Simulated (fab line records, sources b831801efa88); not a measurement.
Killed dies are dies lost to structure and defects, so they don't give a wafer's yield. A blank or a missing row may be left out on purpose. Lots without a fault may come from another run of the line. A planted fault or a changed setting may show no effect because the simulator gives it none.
fab line records | flow gf180mcu
record lots=5 wafers=15 last_day=33
route steps=602 shown V2@393 M3@409
lots that met no fault: from a run of the same line without faults
start_h: hours from the record's first day to the start of the lot's first wafer shown | wait_h: hours since the lot's step before | " the same as in the row above | L1.1+2: a row that stands for several wafers | - no value, or no start given | * or withheld: withheld | < > ~ a bound
route shown NAME@n: a module of which the file shows steps, and the number in the route of the first | usual: mean/standard deviation of fault-free wafers | same: alike in all rows | chamber/n: place in a boat | sites: the reading at each site | _std_site: their standard deviation | _edge_site: outer sites' mean less inner sites' | radius_mm: how far each site lies from the wafer's centre | mask NAME#n: copy n | behind: the tool/chamber that last shaped the wafer | hold: why the lot was held/for how many hours/how that ended | device: the transistor (n, p or np) that didn't switch | end of line: the same wafers' tests at the end of the route | a step without rows: its recipe alone | killed: dies lost to structure and defects at the first sort, not the wafer's yield | map: a wafer's dies, x killed, . not, _ none there
set.NAME: the setting as run; set.NAME@STEP: as run at that earlier step | model.NAME: the simulator's own value behind a step, which no gauge read
lots at some steps of the route; a table a step, a row a wafer
services: from which hour (start_h, from the record's first day; less than 0 if before it) a tool's chamber was out of use, for how many hours, and why
## steps
# step GF_V2_EXPOSE_11
# recipe mask_id=Via2 target_cd_nm=260 na=0.68 source_shape=conventional sigma_outer=0.6 dose_mj=38
# columns lot.wafer tool chamber start_h wait_h mask
L078.2+3+6 krf_scanner-01 0 - - Via2#0
L082.2+3+5 krf_scanner-01 0 - - Via2#0
L084.2+4+6 krf_scanner-02 0 - - Via2#0
L090.1+2+4 krf_scanner-01 0 - - Via2#0
L093.2+3+6 krf_scanner-01 0 - - Via2#0
# step GF_V2_PEB_12
# recipe peb_temp_c=135 peb_time_s=86.11 resist=KrF
# usual chill_plate_temp_C=23.01/0.12 exhaust_pa=45.0/0.76
# columns lot.wafer tool chamber start_h wait_h chill_plate_temp_C exhaust_pa
L078.2 litho_track-04 0 - - 22.94 43.5
L078.3 " 0 " " 22.93 43.8
L078.6 " 0 " " 23.02 44.2
L082.2 litho_track-01 0 - - 23.11 45.1
L082.3 " 0 " " 22.97 44.8
L082.5 " 0 " " 23.11 46.1
L084.2 litho_track-04 0 - - 22.97 45.1
L084.4 " 0 " " 22.88 45.7
L084.6 " 0 " " 22.92 45.9
L090.1 litho_track-03 0 - - 23.13 45.6
L090.2 " 0 " " 23.05 45.7
L090.4 " 0 " " 22.98 45.0
L093.2 litho_track-03 0 - - 23.07 46.0
L093.3 " 0 " " 22.99 45.9
L093.6 " 0 " " 23.26 45.4
# step GF_V2_DEVELOP_13
# recipe develop_time_s=60 resist=KrF dev_temp_c=21
# usual chill_plate_temp_C=22.97/0.095 exhaust_pa=44.8/0.97
# columns lot.wafer tool chamber start_h wait_h chill_plate_temp_C exhaust_pa
L078.2 litho_track-04 0 495.65 0.2 22.87 44.1
L078.3 " 0 " " 22.94 45.2
L078.6 " 0 " " 22.89 44.7
L082.2 litho_track-01 0 533.52 0.2 22.98 44.4
L082.3 " 0 " " 23.06 44.9
L082.5 " 0 " " 23.07 44.8
L084.2 litho_track-04 0 553.20 0.2 22.95 43.9
L084.4 " 0 " " 23.02 43.5
L084.6 " 0 " " 22.91 43.8
L090.1 litho_track-03 0 599.19 0.2 22.93 43.7
L090.2 " 0 " " 23.09 43.1
L090.4 " 0 " " 23.00 44.3
L093.2 litho_track-03 0 623.26 0.2 23.09 45.5
L093.3 " 0 " " 22.92 44.4
L093.6 " 0 " " 22.83 44.9
# step GF_V2_CD_MEAS_14
# recipe target_cd_nm=260
# usual cd_nm=260.2/1
# columns lot.wafer tool chamber start_h wait_h cd_nm
L078.2 cd_sem-01 - 495.80 0.1 262.1
L078.3 " - " " 261.7
L078.6 " - " " 262.5
L082.2 cd_sem-02 - 533.67 0.1 260.1
L082.3 " - " " 258.3
L082.5 " - " " 258.9
L084.2 cd_sem-01 - 553.35 0.1 259.6
L084.4 " - " " 260.8
L084.6 " - " " 258.7
L090.1 cd_sem-02 - 599.34 0.1 262.2
L090.2 " - " " 260.0
L090.4 " - " " 261.2
L093.2 cd_sem-01 - 623.41 0.1 261.6
L093.3 " - " " 261.1
L093.6 " - " " 261.4
# step GF_V2_OVL_MEAS_15
# usual V2_OVL=-5/5.3
# columns lot.wafer tool chamber start_h wait_h V2_OVL[nm]
L078.2 overlay-01 - 495.91 0.1 -7
L078.3 " - " " 3
L078.6 " - " " -8
L082.2 overlay-02 - 533.77 0.1 -2
L082.3 " - " " -9
L082.5 " - " " -9
L084.2 overlay-01 - 553.45 0.1 -10
L084.4 " - " " -11
L084.6 " - " " -6
L090.1 overlay-02 - 599.46 0.1 -4
L090.2 " - " " -12
L090.4 " - " " -7
L093.2 overlay-02 - 623.51 0.1 -3
L093.3 " - " " -4
L093.6 " - " " -7
# step GF_V2_ETCH_16
# recipe chemistry=N2/H2 target_depth_a=withheld overetch_a=withheld time_s=withheld target=BARC ion_energy_ev=200 source_w=500 bias_w=100 pressure_mtorr=30 n2_flow_sccm=100 h2_flow_sccm=200
# usual drypump_motor_current_A=5.6/0.51 oes_product_au=0.854/0.0044 throttle_valve_pct=13.226/0.0089
# columns lot.wafer tool chamber start_h wait_h drypump_motor_current_A oes_product_au throttle_valve_pct
L078.2 rie_diel-03 0 495.94 0.0 5.7 0.856 13.232
L078.3 " 2 " " 4.9 0.848 13.234
L078.6 " 0 " " 5.7 0.854 13.212
L082.2 rie_diel-03 3 533.80 0.0 6.4 0.851 13.232
L082.3 " 0 " " 5.7 0.845 13.229
L082.5 " 1 " " 6.1 0.857 13.216
L084.2 rie_diel-03 2 553.48 0.0 4.9 0.860 13.212
L084.4 " 1 " " 6.0 0.852 13.228
L084.6 " 2 " " 4.8 0.860 13.215
L090.1 rie_diel-03 2 599.49 0.0 4.9 0.848 13.228
L090.2 " 0 " " 5.7 0.858 13.215
L090.4 " 0 " " 5.7 0.853 13.231
L093.2 rie_diel-01 1 623.54 0.0 5.6 0.849 13.234
L093.3 " 2 " " 5.6 0.857 13.229
L093.6 " 0 " " 5.0 0.850 13.230
# step GF_V2_ETCH_17
# recipe chemistry=C4F8/O2/Ar mask_material=KrF target=SiO2 stop_on=TiN source_w=1500 bias_w=1200 pressure_mtorr=40 c4f8_flow_sccm=withheld O2_flow_sccm=6 Ar_flow_sccm=300 time_s=withheld target_depth_a=6300
# usual oes_product_au=0.856/0.0046
# columns lot.wafer tool chamber start_h wait_h oes_product_au
L078.2 rie_diel-03 0 - - 0.861
L078.3 " 2 " " 0.861
L078.6 " 0 " " 0.854
L082.2 rie_diel-03 3 - - 0.855
L082.3 " 0 " " 0.859
L082.5 " 1 " " 0.862
L084.2 rie_diel-03 2 - - 0.862
L084.4 " 1 " " 0.859
L084.6 " 2 " " 0.857
L090.1 rie_diel-03 2 - - 0.858
L090.2 " 0 " " 0.857
L090.4 " 0 " " 0.853
L093.2 rie_diel-01 1 - - 0.847
L093.3 " 2 " " 0.855
L093.6 " 0 " " 0.869
# step GF_V2_STRIP_18
# recipe chemistry=O2/N2 power_w=1400 pressure_mtorr=1500 platen_temp_c=250 o2_flow_sccm=3000 n2_flow_sccm=300 overash_fraction=0.5
# usual drypump_motor_current_A=5.5/0.53 heater_power_w=322/16 oes_product_au=0.592/0.0052
# columns lot.wafer tool chamber start_h wait_h drypump_motor_current_A heater_power_w oes_product_au rf_hours_counter_h
L078.2 plasma_asher-02 1 496.06 - 6.0 329 0.586 88
L078.3 " 1 " " 6.0 322 0.588 -
L078.6 " 0 " " 6.3 300 0.593 -
L082.2 plasma_asher-01 0 533.93 - 4.7 337 0.587 66
L082.3 " 1 " " 5.6 306 0.591 -
L082.5 " 1 " " 5.5 315 0.601 -
L084.2 plasma_asher-01 1 553.61 - 5.6 312 0.576 68
L084.4 " 1 " " 5.6 310 0.581 -
L084.6 " 1 " " 5.6 315 0.591 -
L090.1 plasma_asher-02 1 599.62 - 6.0 330 0.591 99
L090.2 " 0 " " 6.3 309 0.590 99
L090.4 " 0 " " 6.3 307 0.591 -
L093.2 plasma_asher-01 1 623.67 - 5.6 303 0.602 75
L093.3 " 1 " " 5.6 310 0.592 -
L093.6 " 1 " " 5.6 310 0.589 -
# step GF_V2_STRIP_19
# recipe chemistry=post_etch_residue_remover time_s=1200 temp_c=72.5
# columns lot.wafer tool chamber start_h wait_h
L078.2+3+6 wet_bench-04 0 496.16 0.1
L082.2+3+5 wet_bench-03 2 534.03 0.1
L084.2+4+6 wet_bench-04 0 553.71 0.1
L090.1+2+4 wet_bench-03 2 599.72 0.1
L093.2+3+6 wet_bench-03 0 623.77 0.1
# step GF_V2_CLEAN_20
# recipe chemistry=DIW dry=n2_spin
# columns lot.wafer tool chamber start_h wait_h
L078.2+3+6 wet_bench-03 2 496.51 0.0
L082.2+3+5 wet_bench-02 1 534.41 0.0
L084.2+4+6 wet_bench-02 0 554.06 0.0
L090.1+2+4 wet_bench-02 3 600.07 0.0
L093.2+3+6 wet_bench-02 2 624.11 0.0
# step GF_V2_SPUTTER_21
# recipe material=Ti target_thk_nm=15 chamber_pressure_pa=5 power_w=2500 substrate_temp_c=200 time_s=80.02
# usual throttle_valve_pct=30.1/1.1
# columns lot.wafer tool chamber start_h wait_h throttle_valve_pct
L078.2 pvd_sputter-03 - 496.60 0.0 32.1
L078.3 " - " " 29.5
L078.6 " - " " 29.4
L082.2 pvd_sputter-04 - 534.50 0.0 28.9
L082.3 " - " " 28.3
L082.5 " - " " 28.6
L084.2 pvd_sputter-04 - 554.16 0.0 28.7
L084.4 " - " " 28.7
L084.6 " - " " 28.5
L090.1 pvd_sputter-02 - 600.17 0.0 30.0
L090.2 " - " " 30.8
L090.4 " - " " 31.7
L093.2 pvd_sputter-03 - 624.21 0.0 29.6
L093.3 " - " " 29.9
L093.6 " - " " 30.1
# step GF_V2_SPUTTER_22
# recipe material=TiN target_thk_nm=10 chamber_pressure_pa=5 power_w=4000 time_s=40
# usual throttle_valve_pct=30.1/1.1
# columns lot.wafer tool chamber start_h wait_h throttle_valve_pct
L078.2 pvd_sputter-03 - 496.66 0.0 31.9
L078.3 " - " " 29.5
L078.6 " - " " 29.4
L082.2 pvd_sputter-04 - 534.56 0.0 28.8
L082.3 " - " " 28.6
L082.5 " - " " 28.6
L084.2 pvd_sputter-04 - 554.22 0.0 28.6
L084.4 " - " " 28.6
L084.6 " - " " 28.5
L090.1 pvd_sputter-02 - 600.23 0.0 30.0
L090.2 " - " " 31.0
L090.4 " - " " 31.8
L093.2 pvd_sputter-03 - 624.28 0.0 29.5
L093.3 " - " " 29.9
L093.6 " - " " 30.2
# step GF_V2_CVD_23
# recipe material=W target_thk_nm=350 time_s=104.94 temp_c=400 pressure_torr=40
# usual heater_power_w=808/120
# columns lot.wafer tool chamber start_h wait_h heater_power_w
L078.2 cvd_w-01 1 496.70 0.0 741
L078.3 " 0 " " 721
L078.6 " 0 " " 711
L082.2 cvd_w-02 1 534.60 0.0 990
L082.3 " 0 " " 706
L082.5 " 0 " " 702
L084.2 cvd_w-02 0 554.26 0.0 710
L084.4 " 1 " " 944
L084.6 " 0 " " 695
L090.1 cvd_w-02 1 600.27 0.0 973
L090.2 " 0 " " 721
L090.4 " 1 " " 987
L093.2 cvd_w-02 1 624.31 0.0 984
L093.3 " 0 " " 708
L093.6 " 0 " " 713
# step GF_V2_RS_MEAS_24
# recipe thk_meas_gauge=four-point-probe reads=W_of_V2_CVD_23+TiN_of_V2_SPUTTER_22+Ti_of_V2_SPUTTER_21
# usual V2_W_RS=0.329/0.0033
# columns lot.wafer tool chamber start_h wait_h V2_W_RS[ohm/sq]
L078.2 film_metro-04 - 496.83 0.1 0.334
L078.3 " - " " 0.330
L078.6 " - " " 0.332
L082.2 film_metro-01 - 534.73 0.1 0.330
L082.3 " - " " 0.335
L082.5 " - " " 0.338
L084.2 film_metro-01 - 554.39 0.1 0.326
L084.4 " - " " 0.330
L084.6 " - " " 0.332
L090.1 film_metro-01 - 600.38 0.1 0.330
L090.2 " - " " 0.327
L090.4 " - " " 0.333
L093.2 film_metro-04 - 624.45 0.1 0.333
L093.3 " - " " 0.333
L093.6 " - " " 0.332
# step GF_V2_THK_MEAS_25
# recipe thk_meas_gauge=xrf reads=W_of_V2_CVD_23
# usual V2_W_THK=345/4.9
# columns lot.wafer tool chamber start_h wait_h V2_W_THK[nm]
L078.2 film_metro-04 - 496.94 0.1 339
L078.3 " - " " 345
L078.6 " - " " 342
L082.2 film_metro-01 - 534.84 0.1 339
L082.3 " - " " 334
L082.5 " - " " 333
L084.2 film_metro-01 - 554.50 0.1 352
L084.4 " - " " 348
L084.6 " - " " 344
L090.1 film_metro-01 - 600.50 0.1 347
L090.2 " - " " 348
L090.4 " - " " 343
L093.2 film_metro-04 - 624.56 0.1 339
L093.3 " - " " 339
L093.6 " - " " 339
# step GF_V2_CMP_26
# recipe stop_on=SiO2 down_force_psi=3.5 platen_rpm=60 t_overpolish_s=15 target_thk_nm=0 pad_velocity_m_s=0.94248
# usual motor_current_A=11.7/0.95 overpolish_run_s=15.000/0.0095 time_to_endpoint_s=85/3.3
# columns lot.wafer tool chamber start_h wait_h motor_current_A overpolish_run_s time_to_endpoint_s
L078.3 cmp-01 3 497.09 0.1 14.3 15.000 88
L078.2 " 0 " " 10.5 15.010 87
L078.6 " 1 " " 11.6 15.013 85
L082.2 cmp-02 3 535.14 0.3 13.3 15.004 82
L082.3 " 0 " " 11.8 15.011 84
L082.5 " 0 " " 11.4 15.002 82
L084.2 cmp-01 0 554.55 0.0 11.1 15.000 83
L084.4 " 2 " " 10.5 15.000 87
L084.6 " 1 " " 11.1 14.994 75
L090.4 cmp-01 1 600.56 0.0 10.0 14.990 79
L090.2 " 2 " " 10.3 15.011 84
L090.1 " 0 " " 11.2 14.994 84
L093.3 cmp-01 2 624.66 0.1 10.5 14.994 84
L093.2 " 3 " " 12.9 15.000 83
L093.6 " 1 " " 11.3 14.982 79
# step GF_M3_SPUTTER_00
# recipe material=Ti target_thk_nm=37.5 arriving_ion_energy_ev=80 substrate_temp_c=200 chamber_pressure_pa=2 power_w=4000 time_s=150
# usual throttle_valve_pct=30.0/0.96
# columns lot.wafer tool chamber start_h wait_h throttle_valve_pct
L078.2 pvd_sputter-01 - 497.29 0.1 30.1
L078.3 " - " " 30.0
L078.6 " - " " 29.8
L082.2 pvd_sputter-02 - 535.44 0.2 29.3
L082.3 " - " " 31.7
L082.5 " - " " 31.9
L084.2 pvd_sputter-01 - 554.85 0.2 31.3
L084.4 " - " " 29.3
L084.6 " - " " 30.2
L090.1 pvd_sputter-02 - 600.86 0.1 29.1
L090.2 " - " " 30.1
L090.4 " - " " 30.3
L093.2 pvd_sputter-04 - 624.91 0.1 28.6
L093.3 " - " " 30.5
L093.6 " - " " 30.5
# step GF_M3_SPUTTER_01
# recipe material=TiN target_thk_nm=30 power_w=6500 time_s=25 chamber_pressure_pa=0.4
# usual throttle_valve_pct=30.0/0.97
# columns lot.wafer tool chamber start_h wait_h throttle_valve_pct
L078.2 pvd_sputter-01 - 497.39 0.1 30.1
L078.3 " - " " 30.2
L078.6 " - " " 29.9
L082.2 pvd_sputter-02 - 535.54 0.1 29.2
L082.3 " - " " 31.6
L082.5 " - " " 31.7
L084.2 pvd_sputter-01 - 554.95 0.1 31.5
L084.4 " - " " 29.4
L084.6 " - " " 30.3
L090.1 pvd_sputter-02 - 600.96 0.1 29.0
L090.2 " - " " 29.9
L090.4 " - " " 30.7
L093.2 pvd_sputter-04 - 625.01 0.1 28.9
L093.3 " - " " 30.6
L093.6 " - " " 30.6
# step GF_M3_SPUTTER_02
# recipe material=AlCu target_thk_nm=450 power_w=10600 time_s=23.9 chamber_pressure_pa=0.4
# usual throttle_valve_pct=30.0/1
# columns lot.wafer tool chamber start_h wait_h throttle_valve_pct
L078.2 pvd_sputter-01 - 497.42 0.0 30.2
L078.3 " - " " 30.0
L078.6 " - " " 30.1
L082.2 pvd_sputter-02 - 535.57 0.0 29.2
L082.3 " - " " 32.0
L082.5 " - " " 31.7
L084.2 pvd_sputter-01 - 554.98 0.0 31.6
L084.4 " - " " 29.5
L084.6 " - " " 30.2
L090.1 pvd_sputter-02 - 600.99 0.0 29.1
L090.2 " - " " 30.3
L090.4 " - " " 30.9
L093.2 pvd_sputter-04 - 625.04 0.0 28.5
L093.3 " - " " 30.4
L093.6 " - " " 30.5
# step GF_M3_SPUTTER_03
# recipe material=Ti target_thk_nm=10 substrate_temp_c=300 chamber_pressure_pa=0.3 power_w=3000 time_s=6.366
# usual throttle_valve_pct=30.0/0.96
# columns lot.wafer tool chamber start_h wait_h throttle_valve_pct
L078.2 pvd_sputter-01 - 497.45 0.0 30.1
L078.3 " - " " 30.0
L078.6 " - " " 29.9
L082.2 pvd_sputter-02 - 535.60 0.0 29.7
L082.3 " - " " 31.4
L082.5 " - " " 31.7
L084.2 pvd_sputter-01 - 555.01 0.0 31.4
L084.4 " - " " 29.4
L084.6 " - " " 30.1
L090.1 pvd_sputter-02 - 601.02 0.0 29.2
L090.2 " - " " 29.8
L090.4 " - " " 30.8
L093.2 pvd_sputter-04 - 625.07 0.0 28.4
L093.3 " - " " 30.5
L093.6 " - " " 30.3
# step GF_M3_SPUTTER_04
# recipe material=TiN target_thk_nm=50 power_w=6500 time_s=41.7 chamber_pressure_pa=0.4
# usual throttle_valve_pct=30.0/0.98
# columns lot.wafer tool chamber start_h wait_h throttle_valve_pct
L078.2 pvd_sputter-01 - 497.47 0.0 30.0
L078.3 " - " " 29.9
L078.6 " - " " 29.9
L082.2 pvd_sputter-02 - 535.62 0.0 29.2
L082.3 " - " " 32.0
L082.5 " - " " 31.7
L084.2 pvd_sputter-01 - 555.03 0.0 31.6
L084.4 " - " " 29.2
L084.6 " - " " 30.3
L090.1 pvd_sputter-02 - 601.04 0.0 29.3
L090.2 " - " " 30.0
L090.4 " - " " 31.0
L093.2 pvd_sputter-04 - 625.09 0.0 28.6
L093.3 " - " " 30.2
L093.6 " - " " 30.5
# step GF_M3_RS_MEAS_05
# recipe thk_meas_gauge=four-point-probe reads=TiN_of_M3_SPUTTER_04+Ti_of_M3_SPUTTER_03+AlCu_of_M3_SPUTTER_02+TiN_of_M3_SPUTTER_01+Ti_of_M3_SPUTTER_00
# usual M3_ALCU_RS=0.0697/0.00077
# columns lot.wafer tool chamber start_h wait_h M3_ALCU_RS[ohm/sq]
L078.2 film_metro-03 - 497.53 0.0 0.0701
L078.3 " - " " 0.0703
L078.6 " - " " 0.0701
L082.2 film_metro-03 - 535.68 0.0 0.0707
L082.3 " - " " 0.0700
L082.5 " - " " 0.0702
L084.2 film_metro-02 - 555.09 0.0 0.0685
L084.4 " - " " 0.0686
L084.6 " - " " 0.0692
L090.1 film_metro-04 - 601.08 0.0 0.0695
L090.2 " - " " 0.0698
L090.4 " - " " 0.0703
L093.2 film_metro-04 - 625.15 0.0 0.0686
L093.3 " - " " 0.0686
L093.6 " - " " 0.0687
# step GF_M3_THK_MEAS_06
# recipe thk_meas_gauge=xrf reads=AlCu_of_M3_SPUTTER_02
# usual M3_ALCU_THK=452/5.8
# columns lot.wafer tool chamber start_h wait_h M3_ALCU_THK[nm]
L078.2 film_metro-03 - 497.64 0.1 447
L078.3 " - " " 445
L078.6 " - " " 448
L082.2 film_metro-03 - 535.79 0.1 444
L082.3 " - " " 445
L082.5 " - " " 445
L084.2 film_metro-02 - 555.20 0.1 462
L084.4 " - " " 460
L084.6 " - " " 458
L090.1 film_metro-04 - 601.20 0.1 454
L090.2 " - " " 449
L090.4 " - " " 447
L093.2 film_metro-04 - 625.26 0.1 460
L093.3 " - " " 456
L093.6 " - " " 457
# step GF_M3_DEHYDRATE_07
# recipe temp_c=200 time_s=60
# usual chill_plate_temp_C=23.00/0.091 exhaust_pa=45.2/0.79
# columns lot.wafer tool chamber start_h wait_h chill_plate_temp_C exhaust_pa
L078.2 litho_track-01 0 508.22 10.6 23.00 46.6
L078.3 " 0 " " 23.05 45.6
L078.6 " 0 " " 22.91 46.0
L082.2 litho_track-03 0 546.56 10.8 22.91 46.0
L082.3 " 0 " " 22.92 45.5
L082.5 " 0 " " 22.96 46.0
L084.2 litho_track-03 0 565.61 10.4 22.91 44.6
L084.4 " 0 " " 23.16 44.4
L084.6 " 0 " " 23.05 44.5
L090.1 litho_track-02 0 610.84 9.6 22.95 44.3
L090.2 " 0 " " 22.89 44.8
L090.4 " 0 " " 23.01 44.5
L093.2 litho_track-03 0 634.76 9.5 23.02 45.0
L093.3 " 0 " " 22.92 45.8
L093.6 " 0 " " 22.88 45.5
# step GF_M3_HMDS_08
# recipe prime_time_s=60 prime_temp_c=120
# usual chill_plate_temp_C=23.00/0.099 exhaust_pa=44.9/0.87 prime_temp_c=119.99/0.13
# columns lot.wafer tool chamber start_h wait_h chill_plate_temp_C exhaust_pa prime_temp_c
L078.2 litho_track-01 0 508.37 0.1 23.02 44.2 119.85
L078.3 " 0 " " 22.84 45.1 120.00
L078.6 " 0 " " 23.01 43.6 119.74
L082.2 litho_track-03 0 546.71 0.1 23.02 43.8 120.11
L082.3 " 0 " " 22.96 45.3 120.07
L082.5 " 0 " " 23.04 43.8 120.21
L084.2 litho_track-03 0 565.76 0.1 22.98 45.5 119.82
L084.4 " 0 " " 22.78 45.5 119.77
L084.6 " 0 " " 22.81 45.3 119.92
L090.1 litho_track-02 0 610.99 0.1 22.98 44.2 119.88
L090.2 " 0 " " 23.06 44.5 119.85
L090.4 " 0 " " 22.82 43.5 120.04
L093.2 litho_track-03 0 634.91 0.1 23.02 44.9 119.83
L093.3 " 0 " " 22.98 45.5 119.86
L093.6 " 0 " " 23.02 45.2 119.90
# step GF_M3_COAT_09
# recipe resist=KrF spin_rpm=withheld resist_thk_nm=1000
# usual chill_plate_temp_C=23.00/0.12 exhaust_pa=45.0/0.86
# columns lot.wafer tool chamber start_h wait_h chill_plate_temp_C exhaust_pa
L078.2 litho_track-01 0 508.52 0.1 23.13 44.7
L078.3 " 0 " " 23.02 46.4
L078.6 " 0 " " 23.14 47.3
L082.2 litho_track-03 0 546.86 0.1 22.74 45.0
L082.3 " 0 " " 22.82 45.1
L082.5 " 0 " " 22.67 43.8
L084.2 litho_track-03 0 565.91 0.1 22.98 44.3
L084.4 " 0 " " 23.02 44.9
L084.6 " 0 " " 22.97 44.0
L090.1 litho_track-02 0 611.14 0.1 23.27 45.9
L090.2 " 0 " " 23.03 45.6
L090.4 " 0 " " 22.95 46.1
L093.2 litho_track-03 0 635.06 0.1 22.97 43.7
L093.3 " 0 " " 22.97 44.3
L093.6 " 0 " " 23.02 43.6
# step GF_M3_SOFTBAKE_10
# recipe temp_c=130 time_s=60 resist=KrF
# usual chill_plate_temp_C=22.99/0.11 exhaust_pa=44.9/0.87
# columns lot.wafer tool chamber start_h wait_h chill_plate_temp_C exhaust_pa
L078.2 litho_track-01 0 508.67 0.1 23.03 43.5
L078.3 " 0 " " 22.93 45.1
L078.6 " 0 " " 23.03 45.0
L082.2 litho_track-03 0 547.01 0.1 22.96 44.5
L082.3 " 0 " " 22.97 43.4
L082.5 " 0 " " 23.08 43.4
L084.2 litho_track-03 0 566.06 0.1 23.02 46.3
L084.4 " 0 " " 23.10 44.7
L084.6 " 0 " " 22.93 46.0
L090.1 litho_track-02 0 611.29 0.1 23.08 47.1
L090.2 " 0 " " 22.97 47.0
L090.4 " 0 " " 23.03 47.8
L093.2 litho_track-03 0 635.21 0.1 22.92 43.6
L093.3 " 0 " " 23.04 44.7
L093.6 " 0 " " 22.94 44.5
# step GF_M3_EXPOSE_11
# recipe mask_id=Metal3 target_cd_nm=280 na=0.68 source_shape=conventional sigma_outer=0.6 dose_mj=28
# columns lot.wafer tool chamber start_h wait_h mask
L078.2+3+6 krf_scanner-02 0 - - Metal3#0
L082.2+3+5 krf_scanner-02 0 - - Metal3#0
L084.2+4+6 krf_scanner-02 0 - - Metal3#0
L090.1+2+4 krf_scanner-02 0 - - Metal3#0
L093.2+3+6 krf_scanner-01 0 - - Metal3#0
# step GF_M3_PEB_12
# recipe peb_temp_c=135 peb_time_s=90 resist=KrF
# usual chill_plate_temp_C=23.01/0.1 exhaust_pa=45.2/0.81
# columns lot.wafer tool chamber start_h wait_h chill_plate_temp_C exhaust_pa
L078.2 litho_track-01 0 - - 22.99 45.0
L078.3 " 0 " " 22.97 44.7
L078.6 " 0 " " 23.10 43.9
L082.2 litho_track-02 0 - - 23.16 44.8
L082.3 " 0 " " 23.08 44.4
L082.5 " 0 " " 23.21 44.4
L084.2 litho_track-03 0 - - 23.22 43.9
L084.4 " 0 " " 23.09 45.8
L084.6 " 0 " " 23.16 44.2
L090.1 litho_track-01 0 - - 22.99 45.0
L090.2 " 0 " " 23.06 44.5
L090.4 " 0 " " 23.02 44.4
L093.2 litho_track-03 0 - - 22.96 44.1
L093.3 " 0 " " 22.91 43.8
L093.6 " 0 " " 22.99 44.1
# step GF_M3_DEVELOP_13
# recipe develop_time_s=60 dev_temp_c=21
# usual chill_plate_temp_C=23.01/0.11 exhaust_pa=44.9/0.88
# columns lot.wafer tool chamber start_h wait_h chill_plate_temp_C exhaust_pa
L078.2 litho_track-01 0 520.12 0.2 22.95 45.9
L078.3 " 0 " " 23.17 42.4
L078.6 " 0 " " 23.01 44.0
L082.2 litho_track-02 0 557.67 0.2 23.24 44.4
L082.3 " 0 " " 22.99 43.6
L082.5 " 0 " " 23.09 44.0
L084.2 litho_track-03 0 577.26 0.2 23.06 46.0
L084.4 " 0 " " 23.02 45.8
L084.6 " 0 " " 22.97 45.6
L090.1 litho_track-01 0 621.75 0.2 22.95 45.2
L090.2 " 0 " " 22.98 46.3
L090.4 " 0 " " 23.08 45.8
L093.2 litho_track-03 0 645.01 0.2 22.81 44.7
L093.3 " 0 " " 23.02 44.4
L093.6 " 0 " " 22.97 45.4
# step GF_M3_CD_MEAS_14
# recipe target_cd_nm=280
# usual cd_nm=280.4/1.1
# columns lot.wafer tool chamber start_h wait_h cd_nm
L078.2 cd_sem-01 - 520.27 0.1 281.7
L078.3 " - " " 282.5
L078.6 " - " " 282.5
L082.2 cd_sem-01 - 557.81 0.1 282.2
L082.3 " - " " 281.8
L082.5 " - " " 281.0
L084.2 cd_sem-01 - 577.41 0.1 279.9
L084.4 " - " " 280.5
L084.6 " - " " 281.1
L090.1 cd_sem-02 - 621.90 0.1 280.8
L090.2 " - " " 280.7
L090.4 " - " " 280.0
L093.2 cd_sem-02 - 645.22 0.2 280.3
L093.3 " - " " 280.4
L093.6 " - " " 279.6
# step GF_M3_OVL_MEAS_15
# usual M3_OVL=-2/5.4
# columns lot.wafer tool chamber start_h wait_h M3_OVL[nm]
L078.2 overlay-02 - 520.37 0.1 2
L078.3 " - " " 0
L078.6 " - " " 1
L082.2 overlay-01 - 557.92 0.1 -2
L082.3 " - " " 4
L082.5 " - " " 4
L084.2 overlay-02 - 577.51 0.1 -1
L084.4 " - " " 1
L084.6 " - " " -2
L090.1 overlay-01 - 622.02 0.1 1
L090.2 " - " " -11
L090.4 " - " " -4
L093.2 overlay-02 - 645.32 0.1 -10
L093.3 " - " " -13
L093.6 " - " " -6
# step GF_M3_METAL_ETCH_16
# recipe chemistry=Cl2/BCl3 mask_material=KrF target_depth_nm=627.5 stop_on=SiO2 pressure_mtorr=8 icp_w=800 bias_w=140 Cl2_flow_sccm=80 bcl3_flow_sccm=40 time_s=104.6
# usual drypump_motor_current_A=6.02/0.29 oes_product_au=0.970/0.0066 throttle_valve_pct=28.252/0.011
# columns lot.wafer tool chamber start_h wait_h drypump_motor_current_A oes_product_au rf_hours_counter_h throttle_valve_pct
L078.2 rie_metal-01 1 520.40 0.0 5.84 0.966 5 28.262
L078.3 " 1 " " 5.85 0.970 - 28.257
L078.6 " 0 " " 6.07 0.975 - 28.261
L082.2 rie_metal-01 1 557.95 0.0 5.85 0.968 6 28.267
L082.3 " 0 " " 6.09 0.974 - 28.260
L082.5 " 1 " " 5.85 0.965 - 28.250
L084.2 rie_metal-04 0 577.54 0.0 6.42 0.974 1 28.228
L084.4 " 1 " " 6.03 0.984 - 28.234
L084.6 " 1 " " 6.05 0.975 - 28.247
L090.1 rie_metal-01 0 622.05 0.0 6.06 0.975 5 28.246
L090.2 " 1 " " 5.82 0.966 8 28.258
L090.4 " 1 " " 5.83 0.966 - 28.253
L093.2 rie_metal-01 0 645.35 0.0 6.06 0.975 6 28.252
L093.3 " 1 " " 5.84 0.976 - 28.220
L093.6 " 0 " " 6.05 0.972 - 28.236
## services
# columns tool chamber start_h hours kind
pvd_sputter-03 - 473.41 0.6 repair
krf_scanner-02 - 481.28 7.2 pm
krf_scanner-01 - 488.48 1.0 pm
krf_scanner-02 - 490.49 4.0 pm
cvd_w-02 1 493.01 14.5 repair
pvd_sputter-02 - 499.78 7.5 repair
pvd_sputter-01 - 505.20 2.9 repair
rie_diel-03 - 506.17 0.4 repair
rie_diel-03 2 508.69 7.9 repair
krf_scanner-01 - 515.14 5.3 repair
krf_scanner-02 - 527.84 1.5 repair
krf_scanner-01 - 530.85 1.3 pm
pvd_sputter-01 - 535.17 1.9 repair
rie_diel-03 2 539.11 3.4 repair
krf_scanner-01 - 546.01 4.2 repair
krf_scanner-02 - 550.25 0.8 pm
krf_scanner-01 - 554.52 0.8 pm
krf_scanner-01 - 562.57 3.0 pm
rie_diel-03 3 594.67 5.2 repair
krf_scanner-02 - 607.51 1.0 pm
krf_scanner-02 - 618.97 1.3 pm
pvd_sputter-02 - 619.51 12.8 repair
krf_scanner-01 - 628.77 0.8 pm
pvd_sputter-02 - 630.71 3.2 repair
## key
fault none
